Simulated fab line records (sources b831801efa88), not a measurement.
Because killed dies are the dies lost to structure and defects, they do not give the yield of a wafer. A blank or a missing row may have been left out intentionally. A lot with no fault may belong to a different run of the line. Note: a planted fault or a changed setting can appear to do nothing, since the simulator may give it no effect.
The tool behind it: which one? / flow sky130 / 14 lots, 42 wafers sampled, at 4 steps of a route of 708

WHAT THE GAUGES SHOWED, per wafer
SKY_FIELD_ISO_THK_MEAS_02. Usual: FIELD_ISO_OXIDATION_00_THK typically reads 12.04 nm, with standard deviation 0.21.
lot=L422; measured=day 1 11:38; on=film-metro-02; FIELD_ISO_OXIDATION_00_THK (nm)=11.78 11.91 11.78; flag=
lot=L423; measured=day 1 17:19; on=film-metro-03; FIELD_ISO_OXIDATION_00_THK (nm)=11.83 11.65 11.69; flag=
lot=L424; measured=day 1 21:56; on=film-metro-04; FIELD_ISO_OXIDATION_00_THK (nm)=11.91 12.01 11.95; flag=
lot=L426; measured=day 2 09:13; on=film-metro-03; FIELD_ISO_OXIDATION_00_THK (nm)=11.86 11.99 11.96; flag=
lot=L427; measured=day 2 12:38; on=film-metro-02; FIELD_ISO_OXIDATION_00_THK (nm)=12.20 12.54 12.65; flag=
lot=L429; measured=day 2 22:40; on=film-metro-03; FIELD_ISO_OXIDATION_00_THK (nm)=12.44 12.10 12.13; flag=
lot=L433; measured=day 3 20:05; on=film-metro-03; FIELD_ISO_OXIDATION_00_THK (nm)=11.89 11.83 11.79; flag=
lot=L434; measured=day 4 02:43; on=film-metro-03; FIELD_ISO_OXIDATION_00_THK (nm)=11.69 11.73 11.66; flag=
lot=L440; measured=day 5 07:14; on=film-metro-04; FIELD_ISO_OXIDATION_00_THK (nm)=11.90 12.08 12.26; flag=
lot=L441; measured=day 5 14:21; on=film-metro-03; FIELD_ISO_OXIDATION_00_THK (nm)=12.34 12.23 12.04; flag=
lot=L442; measured=day 5 18:18; on=film-metro-04; FIELD_ISO_OXIDATION_00_THK (nm)=11.98 12.08 12.08; flag=
lot=L443; measured=day 5 22:14; on=film-metro-02; FIELD_ISO_OXIDATION_00_THK (nm)=12.03 12.11 12.32; flag=
lot=L444; measured=day 6 02:25; on=film-metro-04; FIELD_ISO_OXIDATION_00_THK (nm)=11.85 11.85 11.94; flag=
lot=L445; measured=day 6 06:38; on=film-metro-04; FIELD_ISO_OXIDATION_00_THK (nm)=11.88 11.81 12.16; flag=

SKY_NWELL_OVL_MEAS_10. Usual: NWELL_00_OVL typically reads -0.4 nm, with standard deviation 1.2.
lot=L422; measured=day 4 11:56; on=overlay-01; NWELL_00_OVL (nm)=-0.7 -0.6 2.5; flag=
lot=L423; measured=day 4 20:34; on=overlay-01; NWELL_00_OVL (nm)=-1.3 -2.5 -0.1; flag=
lot=L424; measured=day 5 02:20; on=overlay-01; NWELL_00_OVL (nm)=-0.8 -0.9 -0.8; flag=
lot=L426; measured=day 5 12:48; on=overlay-01; NWELL_00_OVL (nm)=1.8 1.9 0.7; flag=
lot=L427; measured=day 5 21:06; on=overlay-01; NWELL_00_OVL (nm)=-0.6 -0.3 -0.6; flag=
lot=L429; measured=day 6 07:00; on=overlay-01; NWELL_00_OVL (nm)=1.8 -0.4 1.6; flag=
lot=L433; measured=day 7 02:47; on=overlay-01; NWELL_00_OVL (nm)=-1.9 0.6 0.2; flag=
lot=L434; measured=day 7 11:47; on=overlay-02; NWELL_00_OVL (nm)=-1.7 -2.9 -0.7; flag=
lot=L440; measured=day 8 22:32; on=overlay-01; NWELL_00_OVL (nm)=-1.6 -0.3 1.4; flag=
lot=L441; measured=day 9 10:29; on=overlay-01; NWELL_00_OVL (nm)=-0.2 0.4 -0.2; flag=
lot=L442; measured=day 9 16:31; on=overlay-01; NWELL_00_OVL (nm)=-1.7 -1.6 -0.7; flag=
lot=L443; measured=day 9 17:48; on=overlay-01; NWELL_00_OVL (nm)=-3.1 -2.9 -0.7; flag=
lot=L444; measured=day 10 00:49; on=overlay-02; NWELL_00_OVL (nm)=-1.0 0.1 -1.3; flag=
lot=L445; measured=day 10 05:09; on=overlay-01; NWELL_00_OVL (nm)=0.1 0.7 -1.2; flag=

SKY_LI_CONTACT_CD_MEAS_12: target cd 170 nm. Usual: 170.0 nm for cd-nm, sd 1.9.
lot=L422; measured=day 28 23:41; on=cd-sem-02; cd-nm (nm)=174.5 175.2 174.2; flag=
lot=L423; measured=day 29 11:46; on=cd-sem-02; cd-nm (nm)=168.8 170.1 170.3; flag=
lot=L424; measured=day 29 17:17; on=cd-sem-01; cd-nm (nm)=167.8 170.4 169.1; flag=
lot=L426; measured=day 30 02:18; on=cd-sem-01; cd-nm (nm)=171.1 170.9 170.8; flag=
lot=L427; measured=day 30 15:18; on=cd-sem-02; cd-nm (nm)=169.3 169.5 169.7; flag=
lot=L429; measured=day 31 11:37; on=cd-sem-01; cd-nm (nm)=171.6 172.6 170.5; flag=
lot=L433; measured=day 32 14:40; on=cd-sem-02; cd-nm (nm)=164.9 168.7 168.0; flag=
lot=L434; measured=day 33 00:24; on=cd-sem-01; cd-nm (nm)=170.9 168.3 170.9; flag=
lot=L440; measured=day 35 00:24; on=cd-sem-02; cd-nm (nm)=169.4 170.8 170.6; flag=
lot=L441; measured=day 35 13:16; on=cd-sem-01; cd-nm (nm)=173.0 169.8 171.8; flag=
lot=L442; measured=day 35 19:52; on=cd-sem-02; cd-nm (nm)=169.7 169.6 171.5; flag=
lot=L443; measured=day 35 21:08; on=cd-sem-02; cd-nm (nm)=169.6 167.1 168.7; flag=
lot=L444; measured=day 36 02:59; on=cd-sem-02; cd-nm (nm)=168.4 169.4 168.4; flag=
lot=L445; measured=day 36 05:45; on=cd-sem-01; cd-nm (nm)=168.9 169.1 168.5; flag=

TOOL THAT RAN EACH LOT (tool first, then ch and the chambers of the sampled wafers, then the start)
lot=L422; SKY_LDD_N_IMPLANT_14=implanter-02 ch 0, day 17 16:32
lot=L423; SKY_LDD_N_IMPLANT_14=implanter-03 ch 0, day 18 02:24
lot=L424; SKY_LDD_N_IMPLANT_14=implanter-02 ch 0, day 18 09:56
lot=L426; SKY_LDD_N_IMPLANT_14=implanter-02 ch 0, day 18 19:06
lot=L427; SKY_LDD_N_IMPLANT_14=implanter-02 ch 0, day 19 12:10
lot=L429; SKY_LDD_N_IMPLANT_14=implanter-01 ch 0, day 20 09:21
lot=L433; SKY_LDD_N_IMPLANT_14=implanter-01 ch 0, day 21 16:22
lot=L434; SKY_LDD_N_IMPLANT_14=implanter-01 ch 0, day 22 04:58
lot=L440; SKY_LDD_N_IMPLANT_14=implanter-03 ch 0, day 24 04:20
lot=L441; SKY_LDD_N_IMPLANT_14=implanter-03 ch 0, day 24 22:43
lot=L442; SKY_LDD_N_IMPLANT_14=implanter-01 ch 0, day 25 05:45
lot=L443; SKY_LDD_N_IMPLANT_14=implanter-03 ch 0, day 25 06:30
lot=L444; SKY_LDD_N_IMPLANT_14=implanter-02 ch 0, day 25 15:38
lot=L445; SKY_LDD_N_IMPLANT_14=implanter-02 ch 0, day 25 20:17
- SKY_LDD_N_IMPLANT_14

AS READ BY THE TOOLS THEMSELVES (means over the sampled wafers that have a number; for cases with no such wafer, the mark the record gives instead)
SKY_LDD_N_IMPLANT_14. Usual: faraday-current-uA 28.2, standard deviation 0.57; rotation-deg 180.01 degrees, standard deviation 0.047.
lot=L422; tool=implanter-02; faraday-current-uA=28.1; rotation-deg (degrees)=180.09; flag=
lot=L423; tool=implanter-03; faraday-current-uA=28.4; rotation-deg (degrees)=180.00; flag=
lot=L424; tool=implanter-02; faraday-current-uA=28.1; rotation-deg (degrees)=180.05; flag=
lot=L426; tool=implanter-02; faraday-current-uA=28.3; rotation-deg (degrees)=179.99; flag=
lot=L427; tool=implanter-02; faraday-current-uA=28.1; rotation-deg (degrees)=180.04; flag=
lot=L429; tool=implanter-01; faraday-current-uA=28.1; rotation-deg (degrees)=180.02; flag=
lot=L433; tool=implanter-01; faraday-current-uA=28.5; rotation-deg (degrees)=340.31; flag=OFF
lot=L434; tool=implanter-01; faraday-current-uA=28.2; rotation-deg (degrees)=340.35; flag=OFF
lot=L440; tool=implanter-03; faraday-current-uA=28.0; rotation-deg (degrees)=180.03; flag=
lot=L441; tool=implanter-03; faraday-current-uA=28.3; rotation-deg (degrees)=180.00; flag=
lot=L442; tool=implanter-01; faraday-current-uA=28.2; rotation-deg (degrees)=180.00; flag=
lot=L443; tool=implanter-03; faraday-current-uA=28.1; rotation-deg (degrees)=179.98; flag=
lot=L444; tool=implanter-02; faraday-current-uA=28.1; rotation-deg (degrees)=180.00; flag=
lot=L445; tool=implanter-02; faraday-current-uA=28.4; rotation-deg (degrees)=180.02; flag=

THE ANSWER, worked out from the rows above alone
Rule: lot off if the mean of its wafers having a number is beyond 3 standard deviations from the usual mean. A lot without any number at a reading at which 4 lots or more have one is off too. Where the step has rows for the other lots, those lots are counted as sound. After the gauges, taken in route order, come the tools' own readings; for these a lot's mean is taken, as printed above. The first step at which some lot is off is used, and at that step the reading that is off furthest; a lot without a number counts as furthest.
Off: L433, L434, at SKY_LDD_N_IMPLANT_14 (rotation-deg).
A tool fits if, at that step or a process step before it, it ran every lot that is off, and no sound lot after the first of them. Of those tried, none fits.

WHAT THE SIMULATOR PUT IN
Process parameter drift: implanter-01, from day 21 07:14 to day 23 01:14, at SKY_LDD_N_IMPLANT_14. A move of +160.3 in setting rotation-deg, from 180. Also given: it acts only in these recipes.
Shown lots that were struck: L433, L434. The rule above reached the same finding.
